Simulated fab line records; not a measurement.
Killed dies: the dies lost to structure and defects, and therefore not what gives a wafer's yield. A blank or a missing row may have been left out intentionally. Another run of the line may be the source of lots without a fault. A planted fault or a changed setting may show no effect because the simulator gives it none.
Problem report, 8D (eight disciplines) form, completed by code	flow sky130	the parts of the form that need people (team, actions taken, sign-off) are left out

1. WHAT IS WRONG
Wafers without a fault read 6500.0 W, standard deviation 1.1; cathode-dc-power-W at SKY_METAL3_SPUTTER_01 reads a mean of 6769.8 W on 6 wafers belonging to 2 lots. That is +99 or more standard deviations from the usual mean.
The step: material TiN, target thk 20 nm, time 16.7 s.
Seen first at day 41 12:05 on pvd-sputter-04, wafer L673.3. At this step, 18 wafers from 6 lots have a number in the record. The rule behind "out" and "out of limits": a value lying over 4 standard deviations away from the usual mean. The rest of the wafers with a number are treated as sound.

2. WHAT IT IS, WHAT IT ISN'T
question	is	is not
which readings at this step	cathode-dc-power-W	throttle-valve-pct
which lots	L673, L674	L662, L664, L677, L679
which wafers of those lots	all that have a number	-
read on which tools	pvd-sputter-04	pvd-sputter-02, pvd-sputter-03
when	from day 41 12:05	up to then (6 sound wafers); but 6 sound wafers of L677, L679 came after

3. WHAT RULES OUT EACH SUSPECT
Counting: any tool at a process step up to the reading is kept as a suspect provided that every lot that is out went through it and no sound lot did after the first of them.
- rie-diel-01 at SKY_VIA2_ETCH_14 (etches BARC in N2/H2, stops on SiO2, time 45.9 s, target depth 60 nm): ruled out as a lasting fault. Following L673 (day 41 10:40), the first lot on it that is out, the sound lots L677 were run on it.
- rie-diel-01 at SKY_VIA2_ETCH_15 (etches SiO2 in C4F8/O2/Ar, stops on TiN, target depth 546 nm, time 84 s): ruled out as a lasting fault. Following L673 (day 41 10:43), the first lot on it that is out, the sound lots L677 were run on it.
- cvd-w-02 at SKY_VIA2_CVD_21 (deposits W, target thk 420 nm, time 126.4 s): ruled out as a lasting fault. Following L673 (day 41 11:29), the first lot on it that is out, the sound lots L677 were run on it.
- pvd-sputter-04 at SKY_METAL3_SPUTTER_01 (material TiN, target thk 20 nm, time 16.7 s): kept. It processed each lot that is out, first L673 at day 41 12:05, and no sound lot thereafter; up to then, the last sound lot it processed was L664 at day 38 19:34. Its own cathode-dc-power-W readings are out on those wafers.
After counting, what remains is pvd-sputter-04 at SKY_METAL3_SPUTTER_01.

4. THE CAUSE (what the simulator had put in)
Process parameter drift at SKY_METAL3_SPUTTER_01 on pvd-sputter-04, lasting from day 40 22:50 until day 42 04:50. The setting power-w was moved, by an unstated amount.
Counting left only this tool.

5. THE CHAIN OF EFFECTS, in route order
Rows list readings where the struck wafers' mean (over those with a number) sits beyond 3 standard deviations from the usual. Only readings for which the record gives a usual standard deviation are gone through. hours: the time from each lot's start at the first step in this table that gives one to its start at this step, as a median over the lots. sigmas: the change in usual standard deviations.
hours	step	reading	usual	on struck wafers	change	sigmas
0	SKY_METAL3_SPUTTER_01	cathode-dc-power-W	6500.0 W	6769.8	+269.8	+99 or more
The process steps in it:
- SKY_METAL3_SPUTTER_01: material TiN, target thk 20 nm, time 16.7 s.

6. WHAT WOULD HAVE CAUGHT IT SOONER
First out-of-limits reading in this record: day 41 12:05, which is 13 hours after fault onset at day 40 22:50.
